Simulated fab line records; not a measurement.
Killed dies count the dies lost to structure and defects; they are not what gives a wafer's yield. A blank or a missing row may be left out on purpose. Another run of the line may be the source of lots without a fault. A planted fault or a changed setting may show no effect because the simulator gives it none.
A single fault, viewed from 2 desks ; flow sky130 ; each desk holds nothing but its own numbers, with what lay behind them at the end

THE METROLOGY DESK
Means of the sampled wafers that have a number, per lot and without regard to the tool the lot ran on: this is what the gauges read. Any lot whose mean is over 4 standard deviations away from the usual mean is out of limits and marked OUT; that distance is given in the brackets.
Columns: A = cd_nm at SKY_VIA2_CD_MEAS_12, usual 200.1 nm; B = CAPM_TIN_RS at SKY_CAPM_RS_MEAS_03, usual 6.92 ohm/sq; C = CAPM_TIN_THK at SKY_CAPM_THK_MEAS_04, usual 199.2 nm
lot;first seen here;A;B;C
L351;day 36 08:46;201.8;6.99;197.1
L354;day 37 03:05;200.6;6.92;198.5
L358;day 39 05:17;198.0;8.10 (+16) OUT;173.6 (-11) OUT
L361;day 39 11:19;199.0;8.16 (+17) OUT;173.0 (-11) OUT
L363;day 39 23:44;197.1;6.87;200.4
L364;day 40 07:56;198.6;8.04 (+15) OUT;177.7 (-9.3) OUT
L365;day 40 15:23;199.9;8.10 (+16) OUT;174.7 (-11) OUT
L369;day 41 18:19;202.9;6.89;202.7
L371;day 42 02:14;200.0;7.00;198.2
Finding of this desk: L358, L361, L364, L365 out of limits, first seen on L358 at day 39 07:12 (CAPM_TIN_RS at SKY_CAPM_RS_MEAS_03). Within limits: L351, L354, L363, L369, L371.

TOOL OWNER'S DESK, pvd_sputter-04
At SKY_CAPM_SPUTTER_02 (material TiN, target thk 200 nm, time 166.7 s) the tool's own readings: per lot run on this tool, the mean of the sampled wafers that have a number. Any lot whose mean is over 4 standard deviations away from the usual mean is out of limits and marked OUT; that distance is given in the brackets.
Columns: A = cathode_dc_power_W at SKY_CAPM_SPUTTER_02, usual 6500.1 W; B = throttle_valve_pct at SKY_CAPM_SPUTTER_02, usual 29.9 %
lot;first seen here;A;B
L351;day 36 11:04;6499.8;30.0
L354;day 37 04:48;6500.0;31.0
L358;day 39 07:05;6499.2;30.3
L361;day 39 13:08;6500.9;29.6
L364;day 40 09:49;6500.3;30.2
L365;day 40 17:11;6501.7;30.2
Finding of this desk: none of the 6 lots has anything out of limits.

ALL TOGETHER
The metrology desk could have raised an alarm at day 39 07:12, on L358, L361, L364, L365.
The desk of the tool owner found nothing out of limits.
Tool owner's desk: L358, L361, L364, L365 on record, inside its limits.
All the named lots went through SKY_CAPM_SPUTTER_02 on pvd_sputter-04.

WHAT WAS PUT IN BY THE SIMULATOR
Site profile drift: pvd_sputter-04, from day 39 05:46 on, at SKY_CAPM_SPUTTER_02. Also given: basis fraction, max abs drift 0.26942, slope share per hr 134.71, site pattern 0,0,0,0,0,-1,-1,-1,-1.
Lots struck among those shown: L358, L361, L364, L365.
Hours from the fault's start to each desk's first reading out of limits: the metrology desk, 1.
